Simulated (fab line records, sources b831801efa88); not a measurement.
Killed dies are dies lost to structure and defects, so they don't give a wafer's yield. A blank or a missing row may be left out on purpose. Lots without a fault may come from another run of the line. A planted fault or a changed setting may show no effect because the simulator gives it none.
A struck lot beside a sound one | flow sky130 | 42 steps out of a route of 708
Sound: wafers L336.1, L336.2, L336.5. Struck: wafers L350.1, L350.2, L350.6. The cause comes at the end.
At each step with rows: each side's tool, then ch and its chambers, then its first start. Under that, the readings that differ: sound wafers | struck wafers | difference of the means | sigmas: that difference in standard deviations of wafers without a fault.
alike: readings whose means differ by less than 2 such deviations, and words and numbers that are the same on both sides. not compared: withheld readings, readings that some wafer has no value for, bounds like >300 that may hide the same value, and numbers for which the record gives no deviation and whose values overlap.
The two part at a step that has a row with sigmas, a row that says differs or no value, or rows on one side only. Numbers that don't overlap but have no deviation are shown without sigmas and don't part them. A reading that every wafer of one side lacks parts them only if that side has two wafers or more.

first, 2 steps without rows for these wafers: SKY_NWELL_IMPLANT_12; SKY_NWELL_IMPLANT_13.
SKY_NWELL_STRIP_14: strips in O2/N2.
  sound on plasma_asher-02 ch 0,1, day 6 06:53; struck on plasma_asher-02 ch 0,1, day 10 02:20
  alike: drypump_motor_current_A, oes_product_au, strip_time_to_endpoint_s
  not compared: rf_hours_counter_h
SKY_NWELL_TW_MEAS_15:
  sound on film_metro-03, day 6 06:59; struck on film_metro-04, day 10 02:26
  reading  | sound          | struck         | difference | sigmas
  NWELL_TW | 1824 1826 1840 | 1871 1874 1867 | +41        | +3
then, 7 steps without rows for these wafers: SKY_NWELL_DEHYDRATE_16 (time 60 s); SKY_NWELL_HMDS_17 (prime time 60 s); SKY_NWELL_COAT_18 (resist thk 3000 nm); SKY_NWELL_SOFTBAKE_19; SKY_NWELL_EXPOSE_20 (exposes mask NWM COMPLEMENT, target cd 840 nm); SKY_NWELL_PEB_21; SKY_NWELL_DEVELOP_22 (develop time 60 s).
SKY_NWELL_OVL_MEAS_23:
  sound on overlay-02, day 7 00:27; struck on overlay-01, day 11 02:02
  alike: NWELL_01_OVL
SKY_NWELL_IMPLANT_24:
  sound on implanter-01 ch 0, day 7 00:29; struck on implanter-01 ch 0, day 11 02:05
  alike: end_station_pressure_torr
SKY_NWELL_STRIP_25: strips in O2/N2.
  sound on plasma_asher-02 ch 0,1, day 7 00:38; struck on plasma_asher-04 ch 0,1, day 11 02:14
  alike: drypump_motor_current_A, oes_product_au, strip_time_to_endpoint_s
  not compared: rf_hours_counter_h
SKY_NWELL_TW_MEAS_26:
  sound on film_metro-03, day 7 00:44; struck on film_metro-03, day 11 02:20
  alike: NWELL_2_TW
then, 1 step without rows for these wafers: SKY_NWELL_CLEAN_27 (cleans in SC1/SC2, time 150 s).
SKY_NWELL_RTA_28: time 30 s.
  sound on rtp_anneal-01 ch 0, day 7 00:54; struck on rtp_anneal-02 ch 0, day 11 02:26
  alike: lamp_power_pct, wafer_temp_C_max
SKY_NWELL_RS_MEAS_29: measures by four-point-probe.
  sound on film_metro-02, day 7 01:00; struck on film_metro-04, day 11 02:32
  alike: NWELL_RS
SKY_NWELL_RS_MEAS_31: measures by four-point-probe.
  sound on film_metro-02, day 7 01:14; struck on film_metro-04, day 11 02:47
  alike: PWDE_RS
then, 7 steps without rows for these wafers: SKY_VT_ADJUST_HVTP_DEHYDRATE_00 (time 60 s); SKY_VT_ADJUST_HVTP_HMDS_01 (prime time 60 s); SKY_VT_ADJUST_HVTP_COAT_02 (resist thk 1140 nm); SKY_VT_ADJUST_HVTP_SOFTBAKE_03 (time 60 s); SKY_VT_ADJUST_HVTP_EXPOSE_04 (exposes mask HVTPM, target cd 380 nm); SKY_VT_ADJUST_HVTP_PEB_05; SKY_VT_ADJUST_HVTP_DEVELOP_06 (develop time 59.14 s).
SKY_VT_ADJUST_HVTP_CD_MEAS_07: target cd 380 nm.
  sound on cd_sem-02, day 7 21:50; struck on cd_sem-02, day 12 03:10
  reading    | sound             | struck            | difference | sigmas
  cd_nm (nm) | 377.5 379.2 379.6 | 384.2 382.9 385.0 | +5.3       | +3
SKY_VT_ADJUST_HVTP_OVL_MEAS_08:
  sound on overlay-02, day 7 21:58; struck on overlay-01, day 12 03:17
  alike: VT_ADJUST_HVTP_OVL
then, 1 step without rows for these wafers: SKY_VT_ADJUST_HVTP_IMPLANT_09.
SKY_VT_ADJUST_HVTP_STRIP_10: strips in O2/N2.
  sound on plasma_asher-03 ch 0,1, day 7 22:09; struck on plasma_asher-03 ch 0,1, day 12 03:28
  alike: drypump_motor_current_A, oes_product_au, strip_time_to_endpoint_s
  not compared: rf_hours_counter_h
SKY_VT_ADJUST_HVTP_TW_MEAS_11:
  sound on film_metro-01, day 7 22:15; struck on film_metro-02, day 12 03:34
  alike: VT_ADJUST_HVTP_TW
then, 7 steps without rows for these wafers: SKY_VT_ADJUST_LVTN_DEHYDRATE_00 (time 60 s); SKY_VT_ADJUST_LVTN_HMDS_01 (prime time 60 s); SKY_VT_ADJUST_LVTN_COAT_02 (resist thk 3000 nm); SKY_VT_ADJUST_LVTN_SOFTBAKE_03; SKY_VT_ADJUST_LVTN_EXPOSE_04 (exposes mask NWM COMPLEMENT LESS NATIVE, target cd 840 nm); SKY_VT_ADJUST_LVTN_PEB_05; SKY_VT_ADJUST_LVTN_DEVELOP_06 (develop time 60 s).
SKY_VT_ADJUST_LVTN_OVL_MEAS_07:
  sound on overlay-01, day 8 19:19; struck on overlay-01, day 13 04:58
  alike: VT_ADJUST_LVTN_OVL
then, 1 step without rows for these wafers: SKY_VT_ADJUST_LVTN_IMPLANT_08.
SKY_VT_ADJUST_LVTN_STRIP_09: strips in O2/N2.
  sound on plasma_asher-03 ch 0,1, day 8 19:30; struck on plasma_asher-01 ch 0,1, day 13 05:09
  alike: drypump_motor_current_A, oes_product_au, strip_time_to_endpoint_s
  not compared: rf_hours_counter_h
-- the record jumps here: 38 days lie between the struck wafers' starts before and after (it left off in module VT_ADJUST_LVTN and takes up again in module PAD_OPEN, whose first step shown is number 708 of the route) --
SKY_PAD_OPEN_PROBE_99:
  sound on prober-01, day 47 18:10; struck on prober-01, day 51 02:43
  reading                                          | sound             | struck          | difference | sigmas
  model.etest.res_pwell_under_gate.rs_ohm_sq_range | 73.27 37.62 65.37 | 205 226.5 199.5 | +152       |
  alike: killed_at_M0_to_M3, killed_at_M4_up, killed_at_contacts, killed_at_front_end, killed_at_other, killed_dies, killed_open, killed_short

WHERE THEY PART
First at SKY_NWELL_TW_MEAS_15; last, within this record, at SKY_VT_ADJUST_HVTP_CD_MEAS_07. Later steps at which nothing parts them and some readings are alike: SKY_VT_ADJUST_HVTP_OVL_MEAS_08, SKY_VT_ADJUST_HVTP_STRIP_10, SKY_VT_ADJUST_HVTP_TW_MEAS_11, SKY_VT_ADJUST_LVTN_OVL_MEAS_07, SKY_VT_ADJUST_LVTN_STRIP_09, SKY_PAD_OPEN_PROBE_99.

WHY: what the simulator had put in
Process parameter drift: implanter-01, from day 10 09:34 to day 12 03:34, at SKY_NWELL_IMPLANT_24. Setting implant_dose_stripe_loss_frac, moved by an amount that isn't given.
